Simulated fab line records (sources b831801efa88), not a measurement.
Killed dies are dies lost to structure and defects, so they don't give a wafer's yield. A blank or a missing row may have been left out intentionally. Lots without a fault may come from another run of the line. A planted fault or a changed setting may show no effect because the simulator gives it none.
fab line records | flow sky130 | part 1 of 2: steps 1 to 22 of 33
record lots=5 | wafers=15 | last-day=49
route steps=708 shown FIELD_ISO@6 NWELL@32 DNWELL@35
lots that met no fault: from a run of the same line without faults
start-h: hours from the record's opening day to when the first of the lot's shown wafers began | wait-h: hours from the lot's prior step to this one | " same as the row above | L1.1+2: several wafers, shown together as one row | - either no value or no given start | * or withheld: withheld | < > ~ a bound
route shown NAME@n: names a module that has steps shown in the file, with the first one's number in the route | usual: the fault-free wafers' mean and standard deviation | same: alike in all rows | chamber/n: place in a boat | sites: the reading at each site | _std_site: standard deviation across them | _edge_site: outer sites' mean less inner sites' | radius-mm: how far each site lies from the wafer's centre | mask NAME#n: copy n | behind: the tool/chamber that last shaped the wafer | hold: the reason the lot was held/the length of the hold in hours/how it ended | device: names the non-switching transistor (n, p or np) | end of line: tests run on the same wafers once the route is complete | for a step that has no rows: nothing shown but its recipe | killed: count of dies lost to structure and defects at first sort (not the wafer's yield) | map: shows each die of a wafer: x if killed, . if not, _ if none is there
set.NAME: the setting as run; set.NAME@STEP: as run at that earlier step | model.NAME: the simulator's own value behind a step, which no gauge read
a table for each step, a row for each wafer; lots at some steps of the route
services: a tool's chamber out of use, with start hour (start-h, from the record's first day; less than 0 if before it), hours out, and reason
## steps
# step SKY_FIELD_ISO_DEHYDRATE_05
# recipe temp-c=200 | time-s=60
# usual exhaust-pa=44.9/0.96 | heater-power-total-W=160.37/0.12 | plate-temp-C=199.97/0.14
lot.wafer | tool           | chamber | start-h | wait-h | exhaust-pa | heater-power-total-W | plate-temp-C
L081.1    | litho-track-01 | 0       | 58.86   | 7.5    | 45.4       | 160.31               | 200.08
L081.3    | "              | 0       | "       | "      | 44.3       | 160.38               | 199.86
L081.5    | "              | 0       | "       | "      | 45.1       | 160.45               | 200.13
L082.1    | litho-track-02 | 0       | 61.55   | 7.2    | 42.9       | 160.37               | 200.01
L082.5    | "              | 0       | "       | "      | 44.1       | 160.34               | 199.89
L082.6    | "              | 0       | "       | "      | 43.1       | 160.19               | 200.18
L083.3    | litho-track-04 | 0       | 65.61   | 7.1    | 46.0       | 160.24               | 200.04
L083.4    | "              | 0       | "       | "      | 45.0       | 160.31               | 200.00
L083.6    | "              | 0       | "       | "      | 45.5       | 160.42               | 199.99
L085.1    | litho-track-02 | 0       | 77.70   | 8.4    | 44.0       | 160.32               | 199.83
L085.5    | "              | 0       | "       | "      | 46.6       | 160.16               | 199.96
L085.6    | "              | 0       | "       | "      | 45.3       | 160.43               | 199.83
L092.2    | litho-track-01 | 0       | 117.88  | 8.1    | 45.8       | 160.55               | 199.88
L092.3    | "              | 0       | "       | "      | 45.3       | 160.31               | 199.97
L092.6    | "              | 0       | "       | "      | 46.7       | 160.36               | 199.82
# step SKY_FIELD_ISO_HMDS_06
# recipe prime-time-s=60 | prime-temp-c=120
# usual exhaust-pa=45.0/0.92 | prime-temp-c=120.00/0.14
lot.wafer | tool           | chamber | start-h | wait-h | exhaust-pa | prime-temp-c
L081.1    | litho-track-01 | 0       | 59.01   | 0.1    | 43.6       | 119.90
L081.3    | "              | 0       | "       | "      | 43.8       | 119.98
L081.5    | "              | 0       | "       | "      | 44.3       | 120.08
L082.1    | litho-track-02 | 0       | 61.70   | 0.1    | 45.0       | 120.12
L082.5    | "              | 0       | "       | "      | 46.7       | 120.09
L082.6    | "              | 0       | "       | "      | 44.4       | 120.16
L083.3    | litho-track-04 | 0       | 65.76   | 0.1    | 44.8       | 119.98
L083.4    | "              | 0       | "       | "      | 44.8       | 119.85
L083.6    | "              | 0       | "       | "      | 45.8       | 120.14
L085.1    | litho-track-02 | 0       | 77.85   | 0.1    | 45.3       | 120.19
L085.5    | "              | 0       | "       | "      | 44.6       | 120.03
L085.6    | "              | 0       | "       | "      | 45.4       | 120.08
L092.2    | litho-track-01 | 0       | 118.03  | 0.1    | 43.7       | 120.12
L092.3    | "              | 0       | "       | "      | 43.0       | 119.76
L092.6    | "              | 0       | "       | "      | 43.3       | 120.00
# step SKY_FIELD_ISO_COAT_07
# recipe resist=BARC | temp-c=withheld | time-s=withheld | spin-rpm=3000 | resist-thk-nm=60
# usual exhaust-pa=45.1/0.93
lot.wafer | tool           | chamber | start-h | wait-h | exhaust-pa
L081.1    | litho-track-01 | 0       | 59.16   | 0.1    | 44.0
L081.3    | "              | 0       | "       | "      | 43.2
L081.5    | "              | 0       | "       | "      | 43.5
L082.1    | litho-track-02 | 0       | 61.85   | 0.1    | 45.6
L082.5    | "              | 0       | "       | "      | 43.8
L082.6    | "              | 0       | "       | "      | 45.5
L083.3    | litho-track-04 | 0       | 65.91   | 0.1    | 44.2
L083.4    | "              | 0       | "       | "      | 44.5
L083.6    | "              | 0       | "       | "      | 43.4
L085.1    | litho-track-02 | 0       | 78.00   | 0.1    | 44.8
L085.5    | "              | 0       | "       | "      | 45.8
L085.6    | "              | 0       | "       | "      | 44.9
L092.2    | litho-track-01 | 0       | 118.18  | 0.1    | 44.8
L092.3    | "              | 0       | "       | "      | 46.2
L092.6    | "              | 0       | "       | "      | 45.3
# step SKY_FIELD_ISO_COAT_08
# recipe resist=KrF-thick | spin-rpm=3000 | resist-thk-nm=450
# usual exhaust-pa=45.0/0.78
lot.wafer | tool           | chamber | start-h | wait-h | exhaust-pa
L081.1    | litho-track-01 | 0       | -       | -      | 43.1
L081.3    | "              | 0       | "       | "      | 44.7
L081.5    | "              | 0       | "       | "      | 46.1
L082.1    | litho-track-02 | 0       | -       | -      | 46.0
L082.5    | "              | 0       | "       | "      | 45.5
L082.6    | "              | 0       | "       | "      | 45.0
L083.3    | litho-track-04 | 0       | -       | -      | 44.0
L083.4    | "              | 0       | "       | "      | 45.3
L083.6    | "              | 0       | "       | "      | 43.5
L085.1    | litho-track-02 | 0       | -       | -      | 44.9
L085.5    | "              | 0       | "       | "      | 45.0
L085.6    | "              | 0       | "       | "      | 44.5
L092.2    | litho-track-01 | 0       | -       | -      | 44.7
L092.3    | "              | 0       | "       | "      | 43.4
L092.6    | "              | 0       | "       | "      | 45.2
# step SKY_FIELD_ISO_SOFTBAKE_09
# recipe temp-c=100 | time-s=90 | resist=KrF-thick
# usual exhaust-pa=45.1/0.86 | heater-power-total-W=57.36/0.11 | plate-temp-C=100.00/0.13
lot.wafer | tool           | chamber | start-h | wait-h | exhaust-pa | heater-power-total-W | plate-temp-C
L081.1    | litho-track-01 | 0       | -       | -      | 45.6       | 57.41                | 99.86
L081.3    | "              | 0       | "       | "      | 44.0       | 57.12                | 99.85
L081.5    | "              | 0       | "       | "      | 44.4       | 57.42                | 99.94
L082.1    | litho-track-02 | 0       | -       | -      | 46.9       | 57.41                | 100.12
L082.5    | "              | 0       | "       | "      | 45.9       | 57.35                | 100.01
L082.6    | "              | 0       | "       | "      | 45.9       | 57.34                | 99.96
L083.3    | litho-track-04 | 0       | -       | -      | 44.7       | 57.47                | 99.75
L083.4    | "              | 0       | "       | "      | 45.6       | 57.22                | 99.87
L083.6    | "              | 0       | "       | "      | 44.8       | 57.19                | 99.78
L085.1    | litho-track-02 | 0       | -       | -      | 46.5       | 57.36                | 99.99
L085.5    | "              | 0       | "       | "      | 46.7       | 57.33                | 100.07
L085.6    | "              | 0       | "       | "      | 47.1       | 57.55                | 100.02
L092.2    | litho-track-01 | 0       | -       | -      | 45.1       | 57.52                | 100.09
L092.3    | "              | 0       | "       | "      | 46.0       | 57.47                | 100.07
L092.6    | "              | 0       | "       | "      | 45.5       | 57.29                | 99.99
# step SKY_FIELD_ISO_EXPOSE_10
# recipe mask-id=FOM | na=0.68 | source-shape=annular | sigma-inner=0.4 | sigma-outer=0.8 | target-cd-nm=150 | dose-mj=28
# same na=0.68
lot.wafer  | tool           | chamber | start-h | wait-h | mask
L081.1+3+5 | krf-scanner-02 | 0       | -       | -      | FOM#0
L082.1+5+6 | krf-scanner-02 | 0       | -       | -      | FOM#0
L083.3+4+6 | krf-scanner-02 | 0       | -       | -      | FOM#0
L085.1+5+6 | krf-scanner-02 | 0       | -       | -      | FOM#0
L092.2+3+6 | krf-scanner-01 | 0       | -       | -      | FOM#0
# step SKY_FIELD_ISO_PEB_11
# recipe peb-temp-c=withheld | peb-time-s=withheld | resist=KrF-thick
# usual exhaust-pa=45.1/0.89
lot.wafer | tool           | chamber | start-h | wait-h | exhaust-pa
L081.1    | litho-track-04 | 0       | -       | -      | 44.7
L081.3    | "              | 0       | "       | "      | 44.9
L081.5    | "              | 0       | "       | "      | 45.5
L082.1    | litho-track-04 | 0       | -       | -      | 44.2
L082.5    | "              | 0       | "       | "      | 45.0
L082.6    | "              | 0       | "       | "      | 45.6
L083.3    | litho-track-01 | 0       | -       | -      | 46.3
L083.4    | "              | 0       | "       | "      | 44.3
L083.6    | "              | 0       | "       | "      | 44.8
L085.1    | litho-track-02 | 0       | -       | -      | 45.4
L085.5    | "              | 0       | "       | "      | 45.4
L085.6    | "              | 0       | "       | "      | 45.1
L092.2    | litho-track-01 | 0       | -       | -      | 45.0
L092.3    | "              | 0       | "       | "      | 45.4
L092.6    | "              | 0       | "       | "      | 44.6
# step SKY_FIELD_ISO_DEVELOP_12
# recipe develop-time-s=60 | resist=KrF-thick | dev-temp-c=21
# usual exhaust-pa=44.9/0.92
lot.wafer | tool           | chamber | start-h | wait-h | exhaust-pa
L081.1    | litho-track-04 | 0       | -       | -      | 44.5
L081.3    | "              | 0       | "       | "      | 46.2
L081.5    | "              | 0       | "       | "      | 44.5
L082.1    | litho-track-04 | 0       | -       | -      | 45.4
L082.5    | "              | 0       | "       | "      | 45.9
L082.6    | "              | 0       | "       | "      | 45.2
L083.3    | litho-track-01 | 0       | -       | -      | 43.8
L083.4    | "              | 0       | "       | "      | 42.5
L083.6    | "              | 0       | "       | "      | 43.4
L085.1    | litho-track-02 | 0       | -       | -      | 43.8
L085.5    | "              | 0       | "       | "      | 43.7
L085.6    | "              | 0       | "       | "      | 43.3
L092.2    | litho-track-01 | 0       | -       | -      | 46.1
L092.3    | "              | 0       | "       | "      | 46.9
L092.6    | "              | 0       | "       | "      | 44.7
# step SKY_FIELD_ISO_CD_MEAS_13
# recipe target-cd-nm=150
# usual cd-nm=149.9/1.8
lot.wafer | tool      | chamber | start-h | wait-h | cd-nm
L081.1    | cd-sem-01 | -       | 67.51   | -      | 151.4
L081.3    | "         | -       | "       | "      | 151.0
L081.5    | "         | -       | "       | "      | 150.6
L082.1    | cd-sem-02 | -       | 70.31   | -      | 149.9
L082.5    | "         | -       | "       | "      | 149.9
L082.6    | "         | -       | "       | "      | 149.9
L083.3    | cd-sem-02 | -       | 74.80   | -      | 150.5
L083.4    | "         | -       | "       | "      | 149.8
L083.6    | "         | -       | "       | "      | 150.5
L085.1    | cd-sem-01 | -       | 87.00   | -      | 151.0
L085.5    | "         | -       | "       | "      | 150.3
L085.6    | "         | -       | "       | "      | 151.3
L092.2    | cd-sem-01 | -       | 128.18  | -      | 150.4
L092.3    | "         | -       | "       | "      | 152.5
L092.6    | "         | -       | "       | "      | 151.3
# step SKY_FIELD_ISO_ETCH_14
# recipe chemistry=N2/H2 | target=BARC | ion-energy-ev=200 | source-w=500 | bias-w=100 | pressure-mtorr=30 | n2-flow-sccm=100 | h2-flow-sccm=200 | stop-on=SiO2 | time-s=45.9 | target-depth-a=600
# usual bias-w=100.0/0.31 | drypump-motor-current-A=5.7/0.43 | oes-product-au=0.855/0.0048 | rf-fwd-power-W=495.3/2.1 | throttle-valve-pct=13.225/0.0096
lot.wafer | tool        | chamber | start-h | wait-h | bias-w | drypump-motor-current-A | oes-product-au | rf-fwd-power-W | rf-hours-counter-h | throttle-valve-pct
L081.1    | rie-diel-04 | 2       | 67.63   | 0.1    | 100.0  | 5.7                     | 0.844          | 495.9          | 168                | 13.226
L081.3    | "           | 3       | "       | "      | 100.1  | 5.4                     | 0.850          | 492.8          | 2                  | 13.214
L081.5    | "           | 2       | "       | "      | 99.8   | 5.7                     | 0.854          | 495.2          | -                  | 13.218
L082.1    | rie-diel-04 | 3       | 70.43   | 0.1    | 99.8   | 5.4                     | 0.856          | 493.3          | 2                  | 13.232
L082.5    | "           | 3       | "       | "      | 100.3  | 5.4                     | 0.863          | 491.1          | -                  | 13.233
L082.6    | "           | 0       | "       | "      | 99.7   | 5.0                     | 0.860          | 495.5          | -                  | 13.219
L083.3    | rie-diel-03 | 0       | 74.88   | 0.1    | 100.0  | 6.0                     | 0.846          | 495.3          | 86                 | 13.225
L083.4    | "           | 2       | "       | "      | 100.1  | 6.4                     | 0.855          | 497.0          | 160                | 13.220
L083.6    | "           | 2       | "       | "      | 99.9   | 6.4                     | 0.855          | 496.6          | -                  | 13.245
L085.1    | rie-diel-03 | 3       | 87.12   | 0.1    | 99.9   | 5.3                     | 0.858          | 494.7          | 3                  | 13.224
L085.5    | "           | 1       | "       | "      | 100.0  | 5.2                     | 0.846          | 496.3          | -                  | 13.222
L085.6    | "           | 0       | "       | "      | 99.7   | 6.0                     | 0.848          | 495.9          | -                  | 13.199
L092.2    | rie-diel-03 | 1       | 128.28  | 0.1    | 100.3  | 5.3                     | 0.858          | 495.7          | 103                | 13.229
L092.3    | "           | 3       | "       | "      | 100.0  | 5.4                     | 0.857          | 494.0          | 4                  | 13.229
L092.6    | "           | 1       | "       | "      | 99.9   | 5.2                     | 0.858          | 494.8          | -                  | 13.227
# step SKY_FIELD_ISO_ETCH_15
# recipe chemistry=CHF3/O2 | target-depth-nm=180 | stop-on=Si | source-w=600 | bias-w=200 | pressure-mtorr=40 | chf3-flow-sccm=50 | O2_flow_sccm=5 | time-s=72
# usual bias-w=200.0/0.64 | drypump-motor-current-A=5.6/0.42 | oes-product-au=0.949/0.0067 | rf-fwd-power-W=596.0/2 | throttle-valve-pct=8.846/0.01
lot.wafer | tool        | chamber | start-h | wait-h | bias-w | drypump-motor-current-A | oes-product-au | rf-fwd-power-W | rf-hours-counter-h | throttle-valve-pct
L081.1    | rie-diel-04 | 2       | 67.67   | 0.0    | 200.8  | 5.7                     | 0.954          | 591.9          | 168                | 8.840
L081.3    | "           | 3       | "       | "      | 200.5  | 5.4                     | 0.940          | 595.3          | 2                  | 8.826
L081.5    | "           | 2       | "       | "      | 200.6  | 5.7                     | 0.946          | 596.8          | -                  | 8.854
L082.1    | rie-diel-04 | 3       | 70.47   | 0.0    | 199.3  | 5.4                     | 0.945          | 594.5          | 2                  | 8.837
L082.5    | "           | 3       | "       | "      | 199.7  | 5.4                     | 0.947          | 593.6          | -                  | 8.857
L082.6    | "           | 0       | "       | "      | 199.5  | 4.9                     | 0.942          | 596.8          | -                  | 8.829
L083.3    | rie-diel-03 | 0       | 74.92   | 0.0    | 200.3  | 6.0                     | 0.950          | 595.3          | 86                 | 8.856
L083.4    | "           | 2       | "       | "      | 200.6  | 6.4                     | 0.950          | 596.1          | 160                | 8.855
L083.6    | "           | 2       | "       | "      | 198.8  | 6.4                     | 0.948          | 595.3          | -                  | 8.832
L085.1    | rie-diel-03 | 3       | 87.17   | 0.0    | 199.5  | 5.3                     | 0.952          | 596.2          | 3                  | 8.854
L085.5    | "           | 1       | "       | "      | 199.2  | 5.3                     | 0.944          | 595.2          | -                  | 8.867
L085.6    | "           | 0       | "       | "      | 200.1  | 6.0                     | 0.950          | 593.3          | -                  | 8.843
L092.2    | rie-diel-03 | 1       | 128.32  | 0.0    | 200.3  | 5.2                     | 0.951          | 599.6          | 103                | 8.826
L092.3    | "           | 3       | "       | "      | 200.3  | 5.4                     | 0.960          | 599.4          | 4                  | 8.868
L092.6    | "           | 1       | "       | "      | 200.0  | 5.2                     | 0.950          | 596.7          | -                  | 8.834
# step SKY_FIELD_ISO_STRIP_16
# recipe chemistry=O2/N2 | power-w=1400 | pressure-mtorr=1500 | platen-temp-c=withheld | o2-flow-sccm=3000 | n2-flow-sccm=300 | overash-fraction=0.5
# usual drypump-motor-current-A=6.1/0.36 | oes-product-au=0.378/0.0051 | strip-time-to-endpoint-s=3.56/0.035
lot.wafer | tool            | chamber | start-h | wait-h | drypump-motor-current-A | oes-product-au | rf-hours-counter-h | strip-time-to-endpoint-s
L081.1    | plasma-asher-01 | 0       | 67.73   | 0.0    | 6.2                     | 0.384          | 40                 | 3.58
L081.3    | "               | 1       | "       | "      | 6.7                     | 0.374          | -                  | 3.49
L081.5    | "               | 0       | "       | "      | 6.2                     | 0.388          | -                  | 3.60
L082.1    | plasma-asher-01 | 0       | 70.53   | 0.0    | 6.1                     | 0.371          | 40                 | 3.51
L082.5    | "               | 0       | "       | "      | 6.1                     | 0.369          | -                  | 3.51
L082.6    | "               | 1       | "       | "      | 6.7                     | 0.378          | -                  | 3.60
L083.3    | plasma-asher-01 | 1       | 75.01   | 0.1    | 6.7                     | 0.381          | -                  | 3.54
L083.4    | "               | 0       | "       | "      | 6.1                     | 0.380          | -                  | 3.57
L083.6    | "               | 1       | "       | "      | 6.7                     | 0.375          | -                  | 3.56
L085.1    | plasma-asher-01 | 1       | 87.22   | 0.0    | 6.7                     | 0.373          | 42                 | 3.60
L085.5    | "               | 0       | "       | "      | 6.1                     | 0.381          | -                  | 3.58
L085.6    | "               | 1       | "       | "      | 6.7                     | 0.374          | -                  | 3.59
L092.2    | plasma-asher-02 | 1       | 128.37  | 0.0    | 6.1                     | 0.380          | 43                 | 3.54
L092.3    | "               | 1       | "       | "      | 6.1                     | 0.380          | -                  | 3.51
L092.6    | "               | 0       | "       | "      | 5.8                     | 0.383          | -                  | 3.51
# step SKY_FIELD_ISO_ETCH_17
# recipe target-depth-a=3420 | mask-material=Si3N4 | chemistry=HBr/Cl2/O2 | target=Si | taper-deg=5 | icp-w=600 | bias-w=150 | pressure-mtorr=15 | HBr_flow_sccm=150 | Cl2_flow_sccm=40 | O2_flow_sccm=6 | time-s=97.7
# usual bias-w=150.0/0.5 | drypump-motor-current-A=5.6/0.44 | oes-product-au=0.997/0.0088 | rf-fwd-power-W=597.0/1.8 | throttle-valve-pct=25.657/0.0094
lot.wafer | tool      | chamber | start-h | wait-h | bias-w | drypump-motor-current-A | oes-product-au | rf-fwd-power-W | rf-hours-counter-h | throttle-valve-pct
L081.1    | rie-si-01 | 2       | 67.83   | 0.1    | 149.8  | 5.5                     | 0.990          | 594.9          | 119                | 25.638
L081.3    | "         | 0       | "       | "      | 149.6  | 5.0                     | 0.986          | 597.5          | 85                 | 25.652
L081.5    | "         | 0       | "       | "      | 149.3  | 5.0                     | 0.992          | 598.2          | -                  | 25.660
L082.1    | rie-si-02 | 2       | 70.63   | 0.1    | 149.4  | 5.5                     | 0.985          | 598.5          | 3                  | 25.667
L082.5    | "         | 2       | "       | "      | 149.5  | 5.5                     | 0.989          | 599.2          | -                  | 25.655
L082.6    | "         | 3       | "       | "      | 149.6  | 6.1                     | 0.993          | 593.9          | -                  | 25.670
L083.3    | rie-si-01 | 1       | 75.07   | 0.0    | 150.1  | 5.5                     | 1.005          | 598.7          | 83                 | 25.669
L083.4    | "         | 0       | "       | "      | 150.4  | 5.0                     | 0.997          | 597.7          | 85                 | 25.656
L083.6    | "         | 1       | "       | "      | 149.7  | 5.5                     | 0.997          | 594.8          | -                  | 25.660
L085.1    | rie-si-02 | 1       | 87.32   | 0.1    | 150.4  | 6.3                     | 0.997          | 596.3          | 53                 | 25.658
L085.5    | "         | 3       | "       | "      | 149.7  | 6.2                     | 1.000          | 597.1          | -                  | 25.667
L085.6    | "         | 2       | "       | "      | 150.9  | 5.5                     | 0.992          | 595.8          | -                  | 25.650
L092.2    | rie-si-01 | 1       | 128.47  | 0.1    | 149.8  | 5.5                     | 0.993          | 592.3          | 83                 | 25.644
L092.3    | "         | 0       | "       | "      | 150.6  | 5.1                     | 1.005          | 595.9          | 85                 | 25.654
L092.6    | "         | 0       | "       | "      | 149.8  | 5.1                     | 0.996          | 594.8          | -                  | 25.669
# step SKY_FIELD_ISO_WET_ETCH_18
# recipe chemistry=H3PO4 | target-depth-nm=25 | temp-c=160 | target=Si3N4 | time-s=286
lot.wafer  | tool         | chamber | start-h | wait-h
L081.1+3+5 | wet-bench-02 | 0       | 67.90   | 0.0
L082.1+5+6 | wet-bench-02 | 1       | 70.70   | 0.0
L083.3+4+6 | wet-bench-03 | 3       | 75.15   | 0.0
L085.1+5+6 | wet-bench-04 | 3       | 87.39   | 0.0
L092.2+3+6 | wet-bench-02 | 3       | 128.55  | 0.0
# step SKY_FIELD_ISO_CLEAN_19
# recipe chemistry=SC1/SC2 | mix=1:4:20 | temp-c=70 | time-s=150
lot.wafer  | tool         | chamber | start-h | wait-h
L081.1+3+5 | wet-bench-03 | 1       | 68.00   | 0.0
L082.1+5+6 | wet-bench-03 | 3       | 70.80   | 0.0
L083.3+4+6 | wet-bench-03 | 2       | 75.23   | 0.0
L085.1+5+6 | wet-bench-03 | 3       | 87.48   | 0.0
L092.2+3+6 | wet-bench-04 | 2       | 128.63  | 0.0
# step SKY_FIELD_ISO_CLEAN_20
# recipe chemistry=dHF | time-s=20 | dilution=100:1
lot.wafer  | tool         | chamber | start-h | wait-h
L081.1+3+5 | wet-bench-04 | 2       | 68.05   | 0.0
L082.1+5+6 | wet-bench-04 | 1       | 70.85   | 0.0
L083.3+4+6 | wet-bench-03 | 0       | 75.28   | 0.0
L085.1+5+6 | wet-bench-02 | 2       | 87.53   | 0.0
L092.2+3+6 | wet-bench-03 | 2       | 128.68  | 0.0
# step SKY_FIELD_ISO_WET_ETCH_21
# recipe chemistry=dHF | dilution=100:1 | target-depth-nm=20 | dry=ipa-marangoni | target=SiO2 | temp-c=25 | time-s=400
lot.wafer  | tool         | chamber | start-h | wait-h
L081.1+3+5 | wet-bench-02 | 3       | 68.07   | 0.0
L082.1+5+6 | wet-bench-02 | 3       | 70.87   | 0.0
L083.3+4+6 | wet-bench-02 | 1       | 75.30   | 0.0
L085.1+5+6 | wet-bench-04 | 0       | 87.54   | 0.0
L092.2+3+6 | wet-bench-02 | 1       | 128.70  | 0.0
# step SKY_FIELD_ISO_OXIDATION_22
# recipe temp-c=950 | ambient=O2 | stabilise-s=600 | purge-s=300 | target-thk-a=100 | ox-time-s=623
# usual ox-temp-c-max=954.2/1.1 | spike-tc-lower-C=950.0/1.1 | zone-power-top-pct=37/9.2
lot.wafer | tool       | chamber | start-h | wait-h | ox-temp-c-max | spike-tc-lower-C | zone-power-top-pct
L081.1    | furnace-02 | 0       | 68.20   | 0.0    | 953.3         | 951.0            | 29
L081.3    | "          | 0       | "       | "      | 955.1         | 949.5            | 28
L081.5    | "          | 0       | "       | "      | 954.3         | 948.9            | 28
L082.1    | furnace-01 | 0       | 71.06   | 0.1    | 953.4         | 950.6            | 47
L082.5    | "          | 0       | "       | "      | 952.2         | 949.7            | 46
L082.6    | "          | 0       | "       | "      | 954.1         | 949.8            | 47
L083.3    | furnace-01 | 0       | 75.42   | 0.0    | 953.7         | 949.3            | 47
L083.4    | "          | 0       | "       | "      | 952.4         | 947.8            | 46
L083.6    | "          | 0       | "       | "      | 954.3         | 950.0            | 47
L085.1    | furnace-02 | 0       | 88.07   | 0.4    | 955.3         | 950.5            | 28
L085.5    | "          | 0       | "       | "      | 956.0         | 952.2            | 28
L085.6    | "          | 0       | "       | "      | 953.8         | 949.1            | 28
L092.2    | furnace-02 | 0       | 128.82  | 0.0    | 954.3         | 950.6            | 29
L092.3    | "          | 0       | "       | "      | 954.5         | 950.3            | 29
L092.6    | "          | 0       | "       | "      | 953.9         | 952.1            | 28
# step SKY_FIELD_ISO_THK_MEAS_23
# recipe reads=SiO2_of_FIELD_ISO_OXIDATION_22
# usual FIELD_ISO_OXIDATION_01_THK=9.99/0.15
lot.wafer | tool          | chamber | start-h | wait-h | FIELD_ISO_OXIDATION_01_THK[nm]
L081.1    | film-metro-04 | -       | 69.37   | 0.0    | 9.88
L081.3    | "             | -       | "       | "      | 9.94
L081.5    | "             | -       | "       | "      | 9.91
L082.1    | film-metro-03 | -       | 72.23   | 0.0    | 9.98
L082.5    | "             | -       | "       | "      | 9.81
L082.6    | "             | -       | "       | "      | 9.86
L083.3    | film-metro-02 | -       | 76.61   | 0.0    | 10.00
L083.4    | "             | -       | "       | "      | 9.98
L083.6    | "             | -       | "       | "      | 9.95
L085.1    | film-metro-03 | -       | 89.24   | 0.0    | 10.09
L085.5    | "             | -       | "       | "      | 10.19
L085.6    | "             | -       | "       | "      | 10.23
L092.2    | film-metro-02 | -       | 130.00  | 0.0    | 10.05
L092.3    | "             | -       | "       | "      | 10.07
L092.6    | "             | -       | "       | "      | 9.89
# step SKY_FIELD_ISO_CVD_24
# recipe material=SiO2 | target-thk-nm=595 | temp-c=650 | sigma-open-frac=0.3 | time-s=99.2 | sih4-flow-sccm=60 | pressure-mtorr=6
# usual pressure-mtorr=6.001/0.012
lot.wafer | tool      | chamber | start-h | wait-h | pressure-mtorr
L081.1    | hdpcvd-02 | 1       | 69.43   | 0.1    | 6.020
L081.3    | "         | 2       | "       | "      | 5.994
L081.5    | "         | 1       | "       | "      | 6.016
L082.1    | hdpcvd-02 | 1       | 72.29   | 0.1    | 6.010
L082.5    | "         | 0       | "       | "      | 5.966
L082.6    | "         | 1       | "       | "      | 6.002
L083.3    | hdpcvd-02 | 0       | 76.65   | 0.0    | 6.011
L083.4    | "         | 2       | "       | "      | 6.008
L083.6    | "         | 1       | "       | "      | 6.014
L085.1    | hdpcvd-02 | 0       | 89.30   | 0.1    | 6.012
L085.5    | "         | 1       | "       | "      | 5.988
L085.6    | "         | 2       | "       | "      | 6.005
L092.2    | hdpcvd-02 | 2       | 130.05  | 0.0    | 6.011
L092.3    | "         | 1       | "       | "      | 6.007
L092.6    | "         | 1       | "       | "      | 6.002
# step SKY_FIELD_ISO_THK_MEAS_25
# recipe reads=SiO2_of_FIELD_ISO_CVD_24
# usual FIELD_ISO_CVD_24_THK=597/6.4
lot.wafer | tool          | chamber | start-h | wait-h | FIELD_ISO_CVD_24_THK[nm]
L081.1    | film-metro-03 | -       | 69.50   | 0.0    | 596
L081.3    | "             | -       | "       | "      | 600
L081.5    | "             | -       | "       | "      | 598
L082.1    | film-metro-04 | -       | 72.37   | 0.0    | 595
L082.5    | "             | -       | "       | "      | 602
L082.6    | "             | -       | "       | "      | 602
L083.3    | film-metro-04 | -       | 76.74   | 0.1    | 599
L083.4    | "             | -       | "       | "      | 604
L083.6    | "             | -       | "       | "      | 601
L085.1    | film-metro-04 | -       | 89.38   | 0.0    | 603
L085.5    | "             | -       | "       | "      | 599
L085.6    | "             | -       | "       | "      | 594
L092.2    | film-metro-02 | -       | 130.13  | 0.0    | 602
L092.3    | "             | -       | "       | "      | 602
L092.6    | "             | -       | "       | "      | 603
# step SKY_FIELD_ISO_ANNEAL_26
# recipe temp-c=1000 | time-s=1800 | ambient=N2
# usual spike-tc-lower-C=1000.0/1.1 | zone-power-top-pct=43/9.9
lot.wafer | tool       | chamber | start-h | wait-h | spike-tc-lower-C | zone-power-top-pct
L081.1    | furnace-01 | 0       | 69.56   | 0.1    | 1001.1           | 50
L081.3    | "          | 0       | "       | "      | 999.6            | 50
L081.5    | "          | 0       | "       | "      | 998.8            | 50
L082.1    | furnace-02 | 0       | 73.37   | 1.0    | 1001.0           | 31
L082.5    | "          | 0       | "       | "      | 1001.8           | 30
L082.6    | "          | 0       | "       | "      | 1002.1           | 31
L083.3    | furnace-01 | 0       | 77.98   | 1.2    | 997.7            | 51
L083.4    | "          | 0       | "       | "      | 999.8            | 51
L083.6    | "          | 0       | "       | "      | 1001.0           | 51
L085.1    | furnace-02 | 0       | 90.59   | 1.2    | 1001.6           | 31
L085.5    | "          | 0       | "       | "      | 1001.7           | 31
L085.6    | "          | 0       | "       | "      | 999.7            | 31
L092.2    | furnace-01 | 0       | 130.30  | 0.2    | 998.8            | 51
L092.3    | "          | 0       | "       | "      | 999.8            | 51
L092.6    | "          | 0       | "       | "      | 999.6            | 51
